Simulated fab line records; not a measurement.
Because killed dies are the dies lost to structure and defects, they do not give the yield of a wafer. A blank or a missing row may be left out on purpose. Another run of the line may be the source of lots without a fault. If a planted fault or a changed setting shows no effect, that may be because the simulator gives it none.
Matching of chambers / flow sky130 / SKY_CONTACT_CMP_27 on cmp-01: 4 sister chambers
The step polishes, stops on SiO2, t overpolish 15 s, target thk 0 nm. 4 wafers are shown with their chamber, then 12 later ones without.

== WAFERS PAIRED WITH THEIR CHAMBERS ==
wafer=L091.5; chamber=3; time to endpoint s (s)=86
wafer=L092.1; chamber=0; time to endpoint s (s)=82
wafer=L092.2; chamber=1; time to endpoint s (s)=81
wafer=L092.4; chamber=2; time to endpoint s (s)=82

== WAFERS MISSING THEIR CHAMBER ==
wafer=L093.2; time to endpoint s (s)=81
wafer=L093.3; time to endpoint s (s)=84
wafer=L093.5; time to endpoint s (s)=83
wafer=L095.1; time to endpoint s (s)=82
wafer=L095.2; time to endpoint s (s)=85
wafer=L095.3; time to endpoint s (s)=81
wafer=L096.3; time to endpoint s (s)=86
wafer=L096.4; time to endpoint s (s)=90
wafer=L096.5; time to endpoint s (s)=86
wafer=L097.3; time to endpoint s (s)=82
wafer=L097.4; time to endpoint s (s)=78
wafer=L097.5; time to endpoint s (s)=82

== WHICH CHAMBER EACH WENT THROUGH ==
wafer=L093.2; from the rows above=can't be placed: 1 or 0 or 2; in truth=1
wafer=L093.3; from the rows above=can't be placed: 0 or 2 or 3 or 1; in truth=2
wafer=L093.5; from the rows above=can't be placed: 0 or 2 or 1 or 3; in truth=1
wafer=L095.1; from the rows above=can't be placed: 0 or 2 or 1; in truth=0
wafer=L095.2; from the rows above=can't be placed: 3 or 0 or 2 or 1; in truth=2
wafer=L095.3; from the rows above=can't be placed: 1 or 0 or 2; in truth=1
wafer=L096.3; from the rows above=3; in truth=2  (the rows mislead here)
wafer=L096.4; from the rows above=3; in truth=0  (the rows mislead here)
wafer=L096.5; from the rows above=3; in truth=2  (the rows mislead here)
wafer=L097.3; from the rows above=can't be placed: 0 or 2 or 1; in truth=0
wafer=L097.4; from the rows above=can't be placed: 1 or 0 or 2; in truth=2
wafer=L097.5; from the rows above=can't be placed: 0 or 2 or 1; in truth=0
Correctly placed: 0 of 12. From these rows, 9 cannot be placed; in 9 the true chamber is one of the candidates. Wrongly placed: 3.
How it was worked out, from the rows above alone: a wafer's distance from a chamber is the root of the sum, over the readings, of the square of ((its reading less the chamber's mean) divided by the reading's scatter). If the next closest chamber is less than 2 further off than the closest, the wafer can't be placed; otherwise it belongs to the closest. Each chamber's mean is taken over the wafers shown for it. The scatter: root of mean squared gap, hidden wafer to nearest shown wafer, with one shown wafer a chamber.
